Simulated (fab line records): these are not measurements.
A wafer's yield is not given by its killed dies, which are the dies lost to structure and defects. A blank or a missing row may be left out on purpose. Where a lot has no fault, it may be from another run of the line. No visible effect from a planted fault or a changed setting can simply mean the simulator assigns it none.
A struck lot beside a sound one / flow sky130 / 25 steps out of a route of 708
Sound: these wafers, L388.1, L388.5, L388.6. The struck wafers were L397.2, L397.3, L397.6. The cause is given at the end.
At each step with rows: each side's tool, then ch and its chambers, then its first start. Under that, the readings that differ: sound wafers / struck wafers / difference of the means / sigmas: that difference in standard deviations of wafers without a fault.
alike: readings with means less than 2 such deviations apart, plus words and numbers identical on both sides. not compared: withheld readings, readings lacking a value on some wafer, bounds such as >300 that could conceal the same value, and numbers that have no deviation in the record and whose values overlap.
Wherever a step has rows on one side only, a row that says differs or no value, or a row with sigmas, the two part there. Numbers that don't overlap but have no deviation are shown without sigmas and don't part them. A reading missing from all wafers of one side parts the sides only when that side holds two or more wafers.

SKY_NWELL_RS_MEAS_31: uses a four-point probe to measure.
  sound on film_metro-04, day 5 20:14; struck on film_metro-04, day 8 01:02
  alike: PWDE_RS
then, 7 steps without rows for these wafers: SKY_VT_ADJUST_HVTP_DEHYDRATE_00 (time 60 s); SKY_VT_ADJUST_HVTP_HMDS_01 (prime time 60 s); SKY_VT_ADJUST_HVTP_COAT_02 (resist thk 1140 nm); SKY_VT_ADJUST_HVTP_SOFTBAKE_03 (time 60 s); SKY_VT_ADJUST_HVTP_EXPOSE_04 (exposes mask HVTPM, target cd 380 nm); SKY_VT_ADJUST_HVTP_PEB_05; SKY_VT_ADJUST_HVTP_DEVELOP_06 (develop time 60 s).
SKY_VT_ADJUST_HVTP_CD_MEAS_07: target cd 380 nm.
  sound on cd_sem-01, day 6 15:06; struck on cd_sem-02, day 8 21:46
  alike: cd_nm
SKY_VT_ADJUST_HVTP_OVL_MEAS_08:
  sound on overlay-01, day 6 15:13; struck on overlay-02, day 8 21:53
  alike: VT_ADJUST_HVTP_OVL
then, 1 step without rows for these wafers: SKY_VT_ADJUST_HVTP_IMPLANT_09.
SKY_VT_ADJUST_HVTP_STRIP_10: strips in O2/N2.
  sound on plasma_asher-02 ch 0,1, day 6 15:25; struck on plasma_asher-02 ch 0, day 8 22:04
reading=oes_product_au (a.u.); sound=0.718 0.712 0.715; struck=0.944 0.946 0.934; difference=+0.226; sigmas=+51
reading=strip_time_to_endpoint_s (s); sound=14.11 14.14 14.11; struck=- - -; difference=no value on the struck wafers; sigmas=
reading=model.NOVOLAK_of_VT_ADJUST_HVTP_COAT_02.thk_nm (nm); sound=0 0 0; struck=357.2 357.4 357.3; difference=+357.3; sigmas=
  alike: drypump_motor_current_A
  not compared: rf_hours_counter_h
SKY_VT_ADJUST_HVTP_TW_MEAS_11:
  sound on film_metro-03, day 6 15:31; struck on film_metro-03, day 8 22:10
  alike: VT_ADJUST_HVTP_TW
then, 7 steps without rows for these wafers: SKY_VT_ADJUST_LVTN_DEHYDRATE_00 (time 60 s); SKY_VT_ADJUST_LVTN_HMDS_01 (prime time 60 s); SKY_VT_ADJUST_LVTN_COAT_02 (resist thk 3000 nm); SKY_VT_ADJUST_LVTN_SOFTBAKE_03; SKY_VT_ADJUST_LVTN_EXPOSE_04 (exposes mask NWM COMPLEMENT LESS NATIVE, target cd 840 nm); SKY_VT_ADJUST_LVTN_PEB_05; SKY_VT_ADJUST_LVTN_DEVELOP_06 (develop time 60 s).
SKY_VT_ADJUST_LVTN_OVL_MEAS_07:
  sound on overlay-01, day 7 10:27; struck on overlay-01, day 9 19:55
  alike: VT_ADJUST_LVTN_OVL
then, 1 step without rows for these wafers: SKY_VT_ADJUST_LVTN_IMPLANT_08.
SKY_VT_ADJUST_LVTN_STRIP_09: strips in O2/N2.
  sound on plasma_asher-02 ch 0,1, day 7 10:38; struck on plasma_asher-01 ch 0,1, day 9 20:05
reading=strip_time_to_endpoint_s (s); sound=36.84 36.86 36.87; struck=42.25 42.20 42.29; difference=+5.39; sigmas=+62
  alike: drypump_motor_current_A, oes_product_au
  not compared: rf_hours_counter_h
SKY_VT_ADJUST_LVTN_TW_MEAS_10:
  sound on film_metro-04, day 7 10:44; struck on film_metro-01, day 9 20:12
reading=VT_ADJUST_LVTN_TW; sound=239.9 239.0 239.0; struck=29.7 29.6 29.6; difference=-209.7; sigmas=-99 or more
then, 1 step without rows for these wafers: SKY_VT_ADJUST_LVTN_DEHYDRATE_11 (time 60 s).

## WHERE THEY PART
Earliest at SKY_VT_ADJUST_HVTP_STRIP_10; latest, in this record, at SKY_VT_ADJUST_LVTN_TW_MEAS_10.

WHY: whatever the simulator had introduced
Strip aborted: plasma_asher-02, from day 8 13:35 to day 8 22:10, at SKY_VT_ADJUST_HVTP_STRIP_10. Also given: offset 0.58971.
